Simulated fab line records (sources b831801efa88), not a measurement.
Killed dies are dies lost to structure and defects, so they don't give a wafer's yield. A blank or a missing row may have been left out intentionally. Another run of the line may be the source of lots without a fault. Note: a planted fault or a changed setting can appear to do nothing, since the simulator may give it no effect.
Which tool is to blame?    flow sky130    18 wafers sampled from 6 lots at 1 step of a route of 708

WHAT THE GAUGES SHOWED, per wafer
SKY_VIA3_OVL_MEAS_13.
lot   measured      on          VIA3_OVL (nm)
L435  day 39 18:34  overlay-01  4 3 -10
L437  day 40 06:58  overlay-02  -11 -15 -3
L441  day 41 19:56  overlay-01  -8 0 -8
L451  day 44 17:40  overlay-01  -3 -4 -7
L455  day 45 03:38  overlay-02  -3 -2 -4
L457  day 46 01:17  overlay-01  -12 -5 -8

WHICH TOOL RAN EACH LOT (tool, then ch and the chambers of the sampled wafers, then the start)
No process step before these readings appears in the record.

THE ANSWER, worked out from the rows above alone
Rule: what is usual is taken from the lots themselves. The widest of any qualifying gaps counts: lots, ordered by their means at a reading, are off when they make up no more than a third of the lots, leave a main group of 4 or more, and stand apart from it by 3 or more times the standard deviation of that group's means. Not used: any main group whose means are identical at the precision the tables above print for the reading. A lot without any number at a reading at which 4 lots or more have one is off too. The other lots that the step has rows for count as sound.
No lot is off at any reading shown: from this, nothing can be told.

WHAT HAD BEEN PUT IN BY THE SIMULATOR
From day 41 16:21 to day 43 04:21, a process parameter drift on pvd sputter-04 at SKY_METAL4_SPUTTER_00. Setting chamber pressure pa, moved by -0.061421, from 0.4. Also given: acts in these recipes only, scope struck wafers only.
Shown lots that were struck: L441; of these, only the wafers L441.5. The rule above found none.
